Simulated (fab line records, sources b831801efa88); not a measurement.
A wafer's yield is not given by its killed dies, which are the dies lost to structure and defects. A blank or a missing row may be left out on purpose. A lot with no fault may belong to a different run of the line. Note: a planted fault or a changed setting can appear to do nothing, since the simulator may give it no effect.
Chamber matching / flow sky130 / SKY_METAL3_ETCH_17 on rie-diel-03 has 4 sister chambers
The step etches SiO2 in C4F8/O2/Ar, stops on TiN, time 3.9 s, target depth 15 nm. 22 wafers are shown with their chamber, then 11 later ones without.

EACH WAFER AND ITS CHAMBER
wafer=L076.1; chamber=0; oes-product-au (a.u.)=0.746
wafer=L076.4; chamber=3; oes-product-au (a.u.)=0.760
wafer=L076.6; chamber=1; oes-product-au (a.u.)=0.751
wafer=L077.1; chamber=2; oes-product-au (a.u.)=0.755
wafer=L077.2; chamber=1; oes-product-au (a.u.)=0.750
wafer=L077.6; chamber=1; oes-product-au (a.u.)=0.753
wafer=L078.1; chamber=2; oes-product-au (a.u.)=0.757
wafer=L078.4; chamber=1; oes-product-au (a.u.)=0.766
wafer=L078.6; chamber=2; oes-product-au (a.u.)=0.755
wafer=L080.3; chamber=0; oes-product-au (a.u.)=0.756
wafer=L080.5; chamber=2; oes-product-au (a.u.)=0.757
wafer=L080.6; chamber=3; oes-product-au (a.u.)=0.755
wafer=L082.1; chamber=1; oes-product-au (a.u.)=0.742
wafer=L082.2; chamber=0; oes-product-au (a.u.)=0.739
wafer=L082.3; chamber=3; oes-product-au (a.u.)=0.740
wafer=L083.2; chamber=1; oes-product-au (a.u.)=0.735
wafer=L083.3; chamber=2; oes-product-au (a.u.)=0.744
wafer=L083.4; chamber=1; oes-product-au (a.u.)=0.743
wafer=L085.1; chamber=0; oes-product-au (a.u.)=0.744
wafer=L085.2; chamber=2; oes-product-au (a.u.)=0.756
wafer=L085.3; chamber=1; oes-product-au (a.u.)=0.754
wafer=L088.3; chamber=3; oes-product-au (a.u.)=0.750

SIGNATURES (averages over the wafers above)
reading=oes-product-au; chamber 0=0.74625; chamber 1=0.74925; chamber 2=0.75400; chamber 3=0.75125; scatter within a chamber=0.00786
Rule: for a wafer and a chamber, the distance is found by dividing, reading by reading, the gap between the wafer's reading and the chamber's mean by the reading's scatter, squaring, summing and taking the root. If the next closest chamber is less than 2 further off than the closest, the wafer can't be placed; otherwise it belongs to the closest. How the scatter is found: for the shown wafers, subtract from each reading the mean of its chamber, square and add these, divide the total by (wafers less chambers), then take the root.

WAFERS WITHOUT THEIR CHAMBER
wafer=L088.5; oes-product-au (a.u.)=0.755
wafer=L088.6; oes-product-au (a.u.)=0.754
wafer=L089.2; oes-product-au (a.u.)=0.751
wafer=L089.3; oes-product-au (a.u.)=0.757
wafer=L089.6; oes-product-au (a.u.)=0.767
wafer=L090.2; oes-product-au (a.u.)=0.736
wafer=L090.4; oes-product-au (a.u.)=0.754
wafer=L090.5; oes-product-au (a.u.)=0.746
wafer=L094.1; oes-product-au (a.u.)=0.755
wafer=L094.2; oes-product-au (a.u.)=0.754
wafer=L094.3; oes-product-au (a.u.)=0.763

WHICH CHAMBER EACH WENT THROUGH
wafer=L088.5; from the rows above=can't be placed: 2 or 3 or 1 or 0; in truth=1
wafer=L088.6; from the rows above=can't be placed: 2 or 3 or 1 or 0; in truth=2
wafer=L089.2; from the rows above=can't be placed: 3 or 1 or 2 or 0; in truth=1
wafer=L089.3; from the rows above=can't be placed: 2 or 3 or 1 or 0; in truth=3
wafer=L089.6; from the rows above=can't be placed: 2 or 3 or 1 or 0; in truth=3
wafer=L090.2; from the rows above=can't be placed: 0 or 1 or 3 or 2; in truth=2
wafer=L090.4; from the rows above=can't be placed: 2 or 3 or 1 or 0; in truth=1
wafer=L090.5; from the rows above=can't be placed: 0 or 1 or 3 or 2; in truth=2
wafer=L094.1; from the rows above=can't be placed: 2 or 3 or 1 or 0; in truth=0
wafer=L094.2; from the rows above=can't be placed: 2 or 3 or 1 or 0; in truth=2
wafer=L094.3; from the rows above=can't be placed: 2 or 3 or 1 or 0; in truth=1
0 of 11 placed correctly. From these rows, 11 cannot be placed; in 11 the true chamber is one of the candidates. 0 placed wrongly.
